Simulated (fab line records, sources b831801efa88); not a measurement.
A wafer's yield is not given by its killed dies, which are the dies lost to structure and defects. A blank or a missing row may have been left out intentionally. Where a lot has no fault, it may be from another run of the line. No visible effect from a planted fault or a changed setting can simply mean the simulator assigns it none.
What tool caused it? || flow sky130 || 18 wafers sampled from 6 lots at 1 step of a route of 708

## WHAT THE GAUGES SHOWED, per wafer
SKY_GATE_OXIDE_TW_MEAS_14.
{"lot": "L758", "measured": "day 14 08:49", "on": "film metro-04", "GATE_OXIDE_TW": "220.2 218.6 220.0"}
{"lot": "L762", "measured": "day 16 05:42", "on": "film metro-04", "GATE_OXIDE_TW": "217.9 220.4 218.4"}
{"lot": "L770", "measured": "day 18 20:02", "on": "film metro-04", "GATE_OXIDE_TW": "219.9 220.7 220.7"}
{"lot": "L772", "measured": "day 19 11:37", "on": "film metro-01", "GATE_OXIDE_TW": "220.0 219.7 219.0"}
{"lot": "L777", "measured": "day 21 10:18", "on": "film metro-01", "GATE_OXIDE_TW": "221.7 220.7 219.8"}
{"lot": "L779", "measured": "day 22 04:49", "on": "film metro-04", "GATE_OXIDE_TW": "219.5 221.6 220.0"}

## WHAT TOOL EACH LOT RAN ON (gives the tool, then ch and the chambers of the sampled wafers, and finally the start)
The record shows no process step preceding these readings.

## THE ANSWER, worked out from the rows above alone
Rule: what is usual is taken from the lots themselves. Put in order of their means at a reading, lots are off if they are a third of the lots or fewer, leave a main group of 4 or more, and stand apart from it by a gap of 3 or more times the standard deviation of the main group's means; of several such gaps the widest counts. A main group whose means are all the same, to the digits that the tables above print for the reading, isn't used. A lot without any number at a reading at which 4 lots or more have one is off too. Any other lot the step has rows for is counted as sound.
None of the lots is off at any reading shown; this tells nothing.

## WHAT WAS PUT IN BY THE SIMULATOR
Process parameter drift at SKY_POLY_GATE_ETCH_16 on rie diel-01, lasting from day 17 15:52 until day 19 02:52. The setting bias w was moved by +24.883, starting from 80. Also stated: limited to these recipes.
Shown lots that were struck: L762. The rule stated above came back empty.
